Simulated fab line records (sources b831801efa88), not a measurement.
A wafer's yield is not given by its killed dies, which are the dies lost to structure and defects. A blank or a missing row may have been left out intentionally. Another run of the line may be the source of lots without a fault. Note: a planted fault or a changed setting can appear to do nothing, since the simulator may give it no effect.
Chamber matching    flow sky130    SKY_FIELD_ISO_ETCH_14 on rie_diel-02: 4 sister chambers
The step etches BARC in N2/H2, stops on SiO2, time 45.9 s, target depth 60 nm. 16 wafers are shown with their chamber, then 8 later ones without.

== WAFERS, EACH WITH ITS CHAMBER ==
wafer   chamber  drypump_motor_current_A (A)  oes_product_au (a.u.)  throttle_valve_pct (%)
L075.1  2        5.5                          0.857                  13.241
L075.2  1        5.9                          0.864                  13.214
L075.3  0        5.4                          0.854                  13.241
L075.4  3        5.2                          0.853                  13.226
L075.5  0        5.4                          0.859                  13.228
L075.6  1        5.9                          0.852                  13.238
L078.1  3        5.2                          0.848                  13.228
L078.5  2        5.6                          0.856                  13.222
L078.6  1        5.9                          0.857                  13.229
L081.3  1        5.9                          0.859                  13.228
L081.5  3        5.2                          0.855                  13.227
L081.6  1        5.9                          0.855                  13.226
L083.4  3        5.2                          0.853                  13.207
L083.5  1        6.0                          0.860                  13.223
L083.6  0        5.4                          0.858                  13.220
L087.1  1        5.9                          0.861                  13.218

SIGNATURES (means of the wafers above)
reading                  chamber 0  chamber 1  chamber 2  chamber 3  scatter within a chamber
drypump_motor_current_A  5.400      5.914      5.550      5.200      0.0336
oes_product_au           0.85700    0.85829    0.85650    0.85225    0.00337
throttle_valve_pct       13.22967   13.22514   13.23150   13.22200   0.00947
Rule: for each reading, subtract the chamber's mean from the wafer's reading, divide by that reading's scatter and square the result; add these up over the readings and take the root, which gives the wafer's distance from the chamber. The wafer belongs to the nearest chamber; if the next one is less than 2 further off, it can't be placed. How the scatter is found: for the shown wafers, subtract from each reading the mean of its chamber, square and add these, divide the total by (wafers less chambers), then take the root.

== WAFERS WHOSE CHAMBER IS MISSING ==
wafer   drypump_motor_current_A (A)  oes_product_au (a.u.)  throttle_valve_pct (%)
L087.4  5.3                          0.852                  13.221
L087.6  5.4                          0.857                  13.214
L088.2  5.5                          0.857                  13.221
L088.3  5.2                          0.859                  13.243
L088.6  5.9                          0.852                  13.213
L094.2  5.4                          0.851                  13.231
L094.4  5.2                          0.858                  13.215
L094.5  5.2                          0.861                  13.217

== CHAMBER TAKEN BY EACH ==
wafer   from the rows above      in truth
L087.4  can't be placed: 3 or 0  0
L087.6  0                        0
L088.2  can't be placed: 2 or 0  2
L088.3  3                        3
L088.6  1                        1
L094.2  0                        0
L094.4  3                        3
L094.5  3                        3
Correctly placed: 6 of 8. These rows do not allow placing 2 (true chamber among the candidates in 2). Number placed wrongly: 0.
